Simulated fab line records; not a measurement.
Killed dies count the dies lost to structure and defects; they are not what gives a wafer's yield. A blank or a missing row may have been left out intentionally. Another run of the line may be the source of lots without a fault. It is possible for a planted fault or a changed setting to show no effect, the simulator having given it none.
Which tool is to blame? ; flow sky130 ; 33 wafers sampled from 11 lots at 1 step of a route of 708

WHAT THE GAUGES SHOWED, per wafer
SKY_CONTACT_THK_MEAS_01.
lot;measured;on;CONTACT_CVD_00_THK (nm)
L258;day 32 06:12;film metro-01;75.4 77.0 76.1
L260;day 32 17:10;film metro-01;73.7 74.1 76.0
L262;day 33 08:55;film metro-02;74.6 74.9 74.5
L263;day 33 16:43;film metro-01;76.0 76.2 76.7
L264;day 33 21:59;film metro-02;73.9 74.2 74.6
L266;day 34 10:38;film metro-01;73.8 74.3 74.6
L268;day 35 12:52;film metro-03;74.3 74.3 75.6
L269;day 35 14:09;film metro-03;74.6 75.8 75.9
L271;day 35 23:01;film metro-02;74.9 77.0 76.8
L272;day 36 02:52;film metro-03;74.7 74.3 75.1
L273;day 36 15:31;film metro-01;73.9 75.5 74.3

TOOL THAT RAN EACH LOT (tool first, then ch and the chambers of the sampled wafers, then the start)
Record: no process step prior to these readings.

THE ANSWER, worked out from the rows above alone
Rule: the lots themselves supply what counts as usual. Put in order of their means at a reading, lots are off if they are a third of the lots or fewer, leave a main group of 4 or more, and stand apart from it by a gap of 3 or more times the standard deviation of the main group's means; of several such gaps the widest counts. A main group whose means are all the same, to the digits that the tables above print for the reading, isn't used. A lot without any number at a reading at which 4 lots or more have one is off too. The other lots that the step has rows for count as sound.
No lot is off on any of the readings shown, so nothing can be concluded from this.

WHAT THE SIMULATOR HAD PUT IN
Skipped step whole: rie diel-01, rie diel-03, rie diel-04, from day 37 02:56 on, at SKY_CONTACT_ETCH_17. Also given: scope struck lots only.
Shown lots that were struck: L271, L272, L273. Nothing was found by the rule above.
